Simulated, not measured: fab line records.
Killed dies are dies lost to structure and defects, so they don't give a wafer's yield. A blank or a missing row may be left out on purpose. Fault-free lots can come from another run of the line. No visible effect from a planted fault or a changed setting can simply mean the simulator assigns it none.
Problem report, 8D (eight disciplines) form, completed by code	flow sky130	the parts of the form that need people (team, actions taken, sign-off) are left out

1. WHAT WENT WRONG
run-length-s at SKY_FIELD_ISO_ETCH_17 reads a mean of 118.4 s on 3 wafers of 2 lots; wafers without a fault read 125.9 s with a standard deviation of 0.44. Relative to the usual mean, that is a shift of -17 standard deviations.
The step: etches Si in HBr/Cl2/O2, target depth 342 nm, time 97.7 s.
The first sign was on wafer L210.5 at day 5 23:49, on rie-si-01. The record has a number at this step for 37 wafers belonging to 13 lots. Rule for "out" (also "out of limits"): further than 4 standard deviations from the usual mean. All remaining wafers that have a number are taken as sound.

2. WHAT IT IS; WHAT IT IS NOT
question	is	is not
which readings at this step	run-length-s	drypump-motor-current-A, throttle-valve-pct
which lots	L210, L212	L193, L194, L195, L196, L197, L198, L201, L203, L204, L205, L215
which wafers of those lots	L210.5, L212.4, L212.5	L210.3
read on which tools	rie-si-01	rie-si-02
when	from day 5 23:49	up to then (31 sound wafers); but 3 sound wafers of L215 came after

3. SUSPECTS, AND WHAT RULES EACH OUT
Counting: any tool at a process step up to the reading remains a suspect provided it ran every lot that is out. Sound lots after the first of them don't rule it out here, since some wafers of a struck lot are sound.
- rie-si-01 at SKY_FIELD_ISO_ETCH_17 (etches Si in HBr/Cl2/O2, target depth 342 nm, time 97.7 s): kept. Every lot that is out went through it, the first being L210 (day 5 23:49); the last sound lot it ran before that was L205 (day 4 21:16). Its own readings are out on those wafers: run-length-s.
After counting, what remains is rie-si-01 at SKY_FIELD_ISO_ETCH_17.

4. THE CAUSE (what the simulator had put in)
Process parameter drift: rie-si-01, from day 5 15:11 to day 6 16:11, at SKY_FIELD_ISO_ETCH_17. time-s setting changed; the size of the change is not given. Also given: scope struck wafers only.
Counting left only this tool.

5. SEQUENCE OF EFFECTS, ordered by route
One row per reading whose mean, taken over the struck wafers that have a number, lies over 3 standard deviations from the usual. Scope: only readings with a usual standard deviation given in the record; hours: median across lots of the time from each lot's start at the first step in this table that gives one to its start at this step; sigmas: change in usual standard deviations.
hours	step	reading	usual	on struck wafers	change	sigmas
0	SKY_FIELD_ISO_ETCH_17	run-length-s	125.9 s	118.4	-7.5	-17
Its process steps:
- SKY_FIELD_ISO_ETCH_17: etches Si in HBr/Cl2/O2, target depth 342 nm, time 97.7 s.
At these later measuring or inspecting steps, every struck wafer for which the step has a row has a number for every such reading, and none has moved that far: SKY_VT_ADJUST_NCORE_CD_MEAS_07, SKY_LDD_LDN_TW_MEAS_13.

6. HOW IT WOULD HAVE BEEN CAUGHT EARLIER
9 hours passed between the start of the fault at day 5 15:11 and the first reading out of limits in this record, taken at day 5 23:49.
